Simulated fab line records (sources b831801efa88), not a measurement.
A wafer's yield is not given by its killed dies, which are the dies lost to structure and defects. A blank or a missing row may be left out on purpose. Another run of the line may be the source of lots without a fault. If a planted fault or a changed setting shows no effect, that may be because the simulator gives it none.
fab line records | flow sky130
[record] lots = 14 wafers = 42 last_day = 51
route steps=708 shown POLY_GATE@230
lots that met no fault: from a run of the same line without faults
start_h: the number of hours between the record's first day and the start of the first shown wafer of the lot | wait_h: time in hours since the lot's previous step | " same as the row above | L1.1+2: one row covering several wafers at once | - no value, or no start was given | * or withheld: withheld | < > ~ a bound
route shown NAME@n: a module of which the file shows steps, and the number in the route of the first | usual: mean/standard deviation taken from wafers without a fault | same: alike in all rows | chamber/n: place in a boat | sites: the reading at each site | _std_site: standard deviation across them | _edge_site: outer sites' mean less inner sites' | radius_mm: how far each site lies from the wafer's centre | mask NAME#n: copy n | behind: the most recent tool/chamber to have shaped the wafer | hold: the reason the lot was held/the length of the hold in hours/how it ended | device: transistor that didn't switch, given as n, p or np | end of line: at the end of the route, the tests of the same wafers | a step without rows: its recipe alone | killed: at the first sort, the dies lost to defects and structure; wafer yield is something else | map: the dies of a wafer, with x for killed, . for not killed, _ for no die there
set.NAME: the run value of the setting; set.NAME@STEP: its run value at that earlier step | model.NAME: the simulator's own value behind a step, which no gauge read
one table for each step of the route and one row for each wafer, over a sample of lots
services: the hour from which a tool's chamber was out of use, counted from the record's first day as start_h (under 0 if before that day), plus the number of hours and why
[[steps]]
[step SKY_POLY_GATE_ETCH_16]
[recipe] stop_on = poly-Si chemistry = CH3F/O2 target = Si3N4 source_w = 400 bias_w = 80 pressure_mtorr = 25 ch3f_flow_sccm = 40 O2_flow_sccm = 30 time_s = 147.5 target_depth_a = 750
[usual] drypump_motor_current_A = 5.8/0.56 oes_product_au = 0.639/0.0053 rf_fwd_power_W = 398.2/1.2 throttle_valve_pct = 10.535/0.0093
// columns lot.wafer tool chamber start_h wait_h drypump_motor_current_A oes_product_au rf_fwd_power_W rf_hours_counter_h throttle_valve_pct
L399.1 rie_diel-03 2 391.70 0.0 6.7 0.652 399.0 12 10.545
L399.2 " 1 " " 6.5 0.635 402.0 108 10.553
L399.6 " 3 " " 5.2 0.644 398.5 - 10.535
L400.2 rie_diel-02 0 402.47 0.0 5.5 0.638 397.5 106 10.534
L400.4 " 3 " " 6.5 0.631 397.8 10 10.547
L400.5 " 0 " " 5.5 0.645 396.7 - 10.520
L401.2 rie_diel-01 1 418.01 0.0 5.7 0.634 397.6 1 10.548
L401.4 " 3 " " 5.4 0.635 399.1 2 10.517
L401.6 " 0 " " 6.4 0.637 398.5 - 10.542
L403.2 rie_diel-03 0 427.10 0.0 5.3 0.640 397.8 5 10.527
L403.3 " 3 " " 5.2 0.629 396.7 2 10.536
L403.6 " 3 " " 5.2 0.646 398.8 - 10.528
L405.2 rie_diel-01 2 438.67 0.0 5.7 0.631 399.8 83 10.543
L405.3 " 1 " " 5.7 0.641 397.2 1 10.519
L405.5 " 1 " " 5.7 0.644 398.5 - 10.535
L406.1 rie_diel-01 0 452.55 0.0 6.3 0.636 399.9 6 10.522
L406.2 " 1 " " 5.7 0.641 396.2 2 10.532
L406.6 " 3 " " 5.4 0.643 398.4 - 10.540
L407.2 rie_diel-01 1 466.87 0.0 5.7 0.641 462.3 2 10.543
L407.3 " 0 " " 6.4 0.639 400.1 6 10.527
L407.6 " 1 " " 5.7 0.636 462.7 - 10.525
L408.1 rie_diel-01 1 473.50 0.0 5.7 0.636 463.4 2 10.526
L408.2 " 3 " " 5.4 0.635 398.6 4 10.546
L408.4 " 2 " " 5.6 0.642 399.2 83 10.527
L409.1 rie_diel-03 0 477.65 0.0 5.2 0.643 397.2 6 10.545
L409.2 " 1 " " 6.4 0.643 397.0 1 10.535
L409.5 " 2 " " 6.7 0.635 400.1 - 10.544
L417.4 rie_diel-01 1 546.12 0.0 5.7 0.647 399.1 - 10.534
L417.5 " 3 " " 5.4 0.647 396.5 - 10.540
L417.6 " 0 " " 6.4 0.646 397.4 - 10.538
L419.1 rie_diel-03 2 563.40 0.0 6.7 0.652 399.2 15 10.520
L419.2 " 0 " " 5.2 0.647 395.6 7 10.539
L419.5 " 1 " " 6.5 0.633 398.2 - 10.537
L418.1 rie_diel-02 3 569.32 0.0 6.5 0.637 397.3 13 10.530
L418.3 " 1 " " 5.0 0.638 398.9 63 10.515
L418.4 " 0 " " 5.5 0.634 395.8 - 10.540
L420.1 rie_diel-01 3 570.24 0.0 5.4 0.639 398.6 5 10.519
L420.2 " 0 " " 6.4 0.634 398.6 8 10.545
L420.6 " 3 " " 5.4 0.640 397.7 - 10.543
L421.2 rie_diel-03 2 581.54 0.0 6.7 0.643 397.1 15 10.522
L421.3 " 0 " " 5.3 0.634 398.1 8 10.547
L421.5 " 3 " " 5.2 0.644 397.7 - 10.542
[step SKY_POLY_GATE_STRIP_18]
[recipe] chemistry = O2/N2 power_w = 1400 pressure_mtorr = 1500 platen_temp_c = withheld o2_flow_sccm = 3000 n2_flow_sccm = 300 overash_fraction = 0.5
[usual] drypump_motor_current_A = 5.7/0.39 n2_flow_sccm = 299.9/0.84 oes_product_au = 0.361/0.0047 strip_time_to_endpoint_s = 3.177/0.029
// columns lot.wafer tool chamber start_h wait_h drypump_motor_current_A n2_flow_sccm oes_product_au rf_hours_counter_h strip_time_to_endpoint_s
L399.1 plasma_asher-03 0 391.85 0.0 5.5 300.8 0.362 59 3.199
L399.2 " 1 " " 6.0 298.0 0.360 59 3.183
L399.6 " 1 " " 6.0 298.9 0.370 - 3.181
L400.2 plasma_asher-03 1 402.62 0.0 5.9 298.7 0.350 60 3.141
L400.4 " 1 " " 5.9 299.8 0.361 - 3.145
L400.5 " 0 " " 5.4 298.3 0.354 - 3.144
L401.2 plasma_asher-01 0 418.16 0.0 5.5 299.3 0.360 71 3.173
L401.4 " 0 " " 5.5 299.4 0.359 - 3.194
L401.6 " 1 " " 6.1 301.0 0.362 - 3.178
L403.2 plasma_asher-03 1 427.25 0.0 5.9 299.5 0.360 63 3.214
L403.3 " 0 " " 5.4 300.0 0.359 - 3.190
L403.6 " 1 " " 6.0 300.4 0.366 - 3.218
L405.2 plasma_asher-01 1 438.82 0.0 6.1 299.9 0.365 1 3.175
L405.3 " 0 " " 5.5 300.7 0.360 - 3.183
L405.5 " 1 " " 6.1 299.0 0.366 - 3.154
L406.1 plasma_asher-03 1 452.70 0.0 6.0 300.0 0.363 66 3.202
L406.2 " 0 " " 5.5 301.6 0.370 66 3.227
L406.6 " 1 " " 6.0 298.4 0.360 - 3.200
L407.2 plasma_asher-03 0 467.02 0.0 5.5 299.3 0.359 68 3.114
L407.3 " 1 " " 6.0 299.4 0.370 - 3.207
L407.6 " 0 " " 5.5 300.0 0.351 - 3.082
L408.1 plasma_asher-01 0 473.66 0.0 5.5 300.8 0.360 4 3.062
L408.2 " 1 " " 6.1 300.3 0.361 4 3.116
L408.4 " 1 " " 6.1 300.7 0.356 - 3.165
L409.1 plasma_asher-02 1 477.80 0.0 4.9 301.2 0.358 34 3.202
L409.2 " 0 " " 6.0 300.0 0.359 34 3.261
L409.5 " 0 " " 6.0 300.4 0.369 - 3.233
L417.4 plasma_asher-01 1 546.26 0.1 6.1 300.6 0.359 - 3.171
L417.5 " 0 " " 5.5 299.3 0.354 - 3.168
L417.6 " 1 " " 6.1 301.6 0.352 - 3.181
L419.1 plasma_asher-01 0 563.56 0.0 5.5 300.0 0.368 13 3.189
L419.2 " 1 " " 6.1 300.0 0.368 13 3.148
L419.5 " 1 " " 6.2 299.5 0.358 - 3.171
L418.1 plasma_asher-01 0 569.47 0.0 5.5 301.1 0.359 14 3.115
L418.3 " 1 " " 6.1 299.7 0.363 - 3.151
L418.4 " 0 " " 5.5 300.8 0.361 - 3.141
L420.1 plasma_asher-01 1 570.40 0.0 6.1 298.3 0.353 14 3.154
L420.2 " 0 " " 5.5 300.5 0.355 14 3.189
L420.6 " 1 " " 6.1 300.0 0.357 - 3.163
L421.2 plasma_asher-02 0 581.70 0.0 6.0 299.5 0.359 45 3.180
L421.3 " 0 " " 6.0 299.1 0.365 - 3.174
L421.5 " 0 " " 6.0 299.2 0.359 - 3.172
[[services]]
// columns tool chamber start_h hours kind
rie_diel-03 1 393.82 9.3 repair
rie_diel-01 - 409.39 0.5 repair
plasma_asher-02 - 410.74 14.6 pm
plasma_asher-01 - 421.25 9.0 pm
plasma_asher-01 0 421.25 9.0 vent_cycle
plasma_asher-01 1 421.25 9.0 vent_cycle
plasma_asher-01 0 430.25 - clean
plasma_asher-01 1 430.25 - clean
rie_diel-01 2 431.79 2.5 repair
plasma_asher-02 - 433.39 2.1 repair
plasma_asher-02 - 436.63 2.0 repair
rie_diel-01 3 437.32 3.1 repair
rie_diel-01 - 453.17 0.2 repair
rie_diel-03 3 458.60 1.3 repair
rie_diel-03 - 469.85 0.1 repair
rie_diel-02 1 493.51 1.4 repair
plasma_asher-01 - 502.42 0.4 repair
plasma_asher-01 - 502.81 2.8 pm
rie_diel-03 1 504.86 14.1 repair
rie_diel-03 2 509.66 6.0 repair
rie_diel-01 - 515.26 0.2 repair
plasma_asher-03 - 524.78 6.5 repair
plasma_asher-02 - 557.36 2.8 pm
rie_diel-02 2 564.81 5.3 repair
[[key]]
[first_sign] step = SKY_POLY_GATE_ETCH_16 reading = rf_fwd_power_W direction = up sigmas = 54 usual = 398.2 struck = 462.8
[effect] step = SKY_POLY_GATE_STRIP_18 reading = strip_time_to_endpoint_s direction = down sigmas = 3.1 usual = * struck = *
met_at SKY_POLY_GATE_ETCH_16
struck_lots L407,L408
struck_wafers L407.2,L407.6,L408.1
tester_left_out L407,L408
onset_between 452.55 466.87
[fault] kind = process_parameter_drift tool = rie_diel-01 chamber = 1 onset_h = 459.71 steps = SKY_POLY_GATE_ETCH_16 channel = source_w offset = 64 shape = step end_h = 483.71 acts_in = these_recipes_only stated = 400
// tester_left_out: of these lots the tester's yield and bins aren't shown, on N5 and GAA mostly nor the transistor test; their killed dies are dies lost to structure and defects alone, not to doping, threshold or leakage, so they don't give the yield
